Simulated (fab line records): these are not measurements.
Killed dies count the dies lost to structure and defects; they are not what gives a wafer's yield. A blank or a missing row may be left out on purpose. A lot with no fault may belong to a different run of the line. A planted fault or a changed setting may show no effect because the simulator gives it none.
Matching of chambers -- flow sky130 -- SKY_VIA1_CMP_24 on cmp-02 has 4 sister chambers
The step polishes, stops on SiO2, t overpolish 15 s, target thk 0 nm. 7 wafers are shown with their chamber, then 10 later ones without.

## WAFERS PAIRED WITH THEIR CHAMBERS
wafer,chamber,motor_current_A (A),time_to_endpoint_s (s)
L081.2,1,11.0,61
L081.5,2,12.6,63
L084.4,3,12.5,60
L084.5,3,12.5,60
L084.6,2,13.0,57
L089.3,1,10.4,60
L089.4,0,10.2,71

## WAFERS WITH NO CHAMBER GIVEN
wafer,motor_current_A (A),time_to_endpoint_s (s)
L089.5,10.8,71
L090.2,12.8,63
L090.3,12.4,65
L090.5,12.6,63
L095.1,12.7,63
L095.3,10.4,61
L095.6,11.2,72
L097.1,12.2,62
L097.3,13.0,59
L097.4,10.3,67

## WHICH CHAMBER EACH WENT THROUGH
wafer,from the rows above,in truth
L089.5,0,0
L090.2,can't be placed: 2 or 3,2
L090.3,can't be placed: 3 or 2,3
L090.5,can't be placed: 3 or 2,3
L095.1,can't be placed: 2 or 3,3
L095.3,1,1
L095.6,can't be placed: 0 or 1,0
L097.1,can't be placed: 3 or 2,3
L097.3,can't be placed: 2 or 3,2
L097.4,can't be placed: 0 or 1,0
Correctly placed: 2 of 10. From these rows, 8 cannot be placed; in 8 the true chamber is one of the candidates. Number placed wrongly: 0.
How it was worked out, from the rows above alone: a wafer's distance from a chamber is the root of the sum, over the readings, of the square of ((its reading less the chamber's mean) divided by the reading's scatter). If the next closest chamber is less than 2 further off than the closest, the wafer can't be placed; otherwise it belongs to the closest. The mean given for a chamber averages the wafers shown for that chamber. How the scatter is found: for the shown wafers, subtract from each reading the mean of its chamber, square and add these, divide the total by (wafers less chambers), then take the root.
